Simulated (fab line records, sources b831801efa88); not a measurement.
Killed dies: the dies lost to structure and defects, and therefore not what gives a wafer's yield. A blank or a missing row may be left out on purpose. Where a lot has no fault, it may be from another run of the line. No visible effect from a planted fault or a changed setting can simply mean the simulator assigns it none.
Comparing a struck lot with a sound one / flow sky130 / 21 steps out of a route of 708
Sound: the wafers L594.3, L594.4, L594.5. The struck wafers were L598.2, L598.4, L598.5. The cause comes at the end.
Per side, at each step with rows, come the tool, then ch with its chambers, and then its first start. Under that, the readings that differ: sound wafers / struck wafers / difference of the means / sigmas: that difference in standard deviations of wafers without a fault.
alike: readings whose means differ by less than 2 such deviations, and words and numbers that are the same on both sides. not compared: withheld readings, readings that some wafer has no value for, bounds like >300 that may hide the same value, and numbers for which the record gives no deviation and whose values overlap.
The two part at a step that has a row with sigmas, a row that says differs or no value, or rows on one side only. When numbers do not overlap yet have no deviation, they are printed without sigmas and do not part them. A reading missing from all wafers of one side parts the sides only when that side holds two or more wafers.

SKY_POLY_GATE_THK_MEAS_21:
  struck on filmMetro-03, day 20 04:06; sound on filmMetro-01, day 19 07:44
  alike: POLY_GATE_OXIDATION_THK
SKY_POLY_GATE_CD_MEAS_22:
  struck on cdSem-01, day 20 04:11; sound on cdSem-02, day 19 07:50
  alike: cdNm
then, 7 steps without rows for these wafers: SKY_LDD_N_DEHYDRATE_00 (time 60 s); SKY_LDD_N_HMDS_01 (prime time 60 s); SKY_LDD_N_COAT_02 (resist thk 300 nm); SKY_LDD_N_SOFTBAKE_03 (time 60 s); SKY_LDD_N_EXPOSE_04 (exposes mask NTM, target cd 840 nm); SKY_LDD_N_PEB_05; SKY_LDD_N_DEVELOP_06 (develop time 60 s).
SKY_LDD_N_OVL_MEAS_07:
  struck on overlay-02, day 21 10:01; sound on overlay-02, day 20 13:11
  alike: LDD_N_OVL
then, 2 steps without rows for these wafers: SKY_LDD_N_IMPLANT_08; SKY_LDD_N_IMPLANT_09.
SKY_LDD_N_IMPLANT_10:
  sound on implanter-01 ch 0, day 20 13:33; struck on implanter-01 ch 0, day 21 10:23
reading=beamOnS (s); sound=10.11 9.98 10.10; struck=45.41 43.27 45.00; difference=+34.50; sigmas=+99 or more
reading=doseIonsCm2; sound=7.5e+13 7.514e+13 7.498e+13; struck=4.2009e+14 4.2005e+14 4.2004e+14; difference=+3.4502e+14; sigmas=+99 or more
reading=faradayCurrentUA; sound=419 425 419; struck=521 546 524; difference=+109; sigmas=+14
  alike: rotationDeg
then, 5 steps without rows for these wafers: SKY_LDD_N_IMPLANT_11; SKY_LDD_N_IMPLANT_12; SKY_LDD_N_IMPLANT_13; SKY_LDD_N_IMPLANT_14; SKY_LDD_N_IMPLANT_15.
SKY_LDD_N_STRIP_16: strips in O2/N2.
  sound on plasmaAsher-04 ch 0,1, day 20 14:26; struck on plasmaAsher-04 ch 0,1, day 21 11:15
reading=stripTimeToEndpointS (s); sound=4.304 4.307 4.299; struck=5.141 5.138 5.128; difference=+0.832; sigmas=+52
  alike: drypumpMotorCurrentA, oesProductAu
  not compared: rfHoursCounterH
SKY_LDD_N_TW_MEAS_17:
  struck on filmMetro-01, day 21 11:35; sound on filmMetro-04, day 20 14:31
reading=LDD_N_TW; sound=2612 2614 2612; struck=2927 2906 2924; difference=+306; sigmas=+19
  not compared: hold
-- here the record skips 27 days between the struck wafers' starts before and after, leaving off in module LDD_N and picking up in module PAD_OPEN (first step shown: number 708 of the route) --
SKY_PAD_OPEN_PROBE_99:
  struck on prober-01, day 48 08:35; sound on prober-02, day 47 18:29
reading=model.etest.tipN.rsOhmSq; sound=443.1 441.5 441.6; struck=297 296.3 298.1; difference=-145; sigmas=
reading=model.etest.nfet_01v8.rOnOhmUm; sound=809.4 839 811.1; struck=781.7 770.7 802.3; difference=-34.9; sigmas=
reading=model.etest.nfet_01v8_turned.driveUaUm; sound=520.2 502.4 518.3; struck=544.4 538.7 529.3; difference=+23.8; sigmas=
reading=model.etest.nfet_01v8_swapped.driveUaUm; sound=519.1 501 519; struck=538.4 540.8 524.2; difference=+21.4; sigmas=
reading=model.etest.nfet_01v8_lvt.driveUaUm; sound=587.5 574.9 587.5; struck=606.7 604.3 594; difference=+18.4; sigmas=
reading=model.etest.sramNfetPass.driveUaUm; sound=502.8 482.6 502.5; struck=535.7 530.3 516.9; difference=+31.7; sigmas=
reading=model.etest.tipN.rsOhmSqRange; sound=11.08 11.46 12.62; struck=11.03 8.773 9.651; difference=-1.90; sigmas=
  alike: killed_at_M0_to_M3, killed_at_M4_up, killedAtContacts, killedAtFrontEnd, killedAtOther, killedDies, killedOpen, killedShort
  not compared: model.etest.nfet_01v8.driveUaUm

== WHERE THEY PART ==
Last at SKY_LDD_N_TW_MEAS_17 as far as this record goes, first at SKY_LDD_N_IMPLANT_10. Later steps at which nothing parts them and some readings are alike: SKY_PAD_OPEN_PROBE_99.

WHY: what had been put in by the simulator
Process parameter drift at SKY_LDD_N_IMPLANT_10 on implanter-01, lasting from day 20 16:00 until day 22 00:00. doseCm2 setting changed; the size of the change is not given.
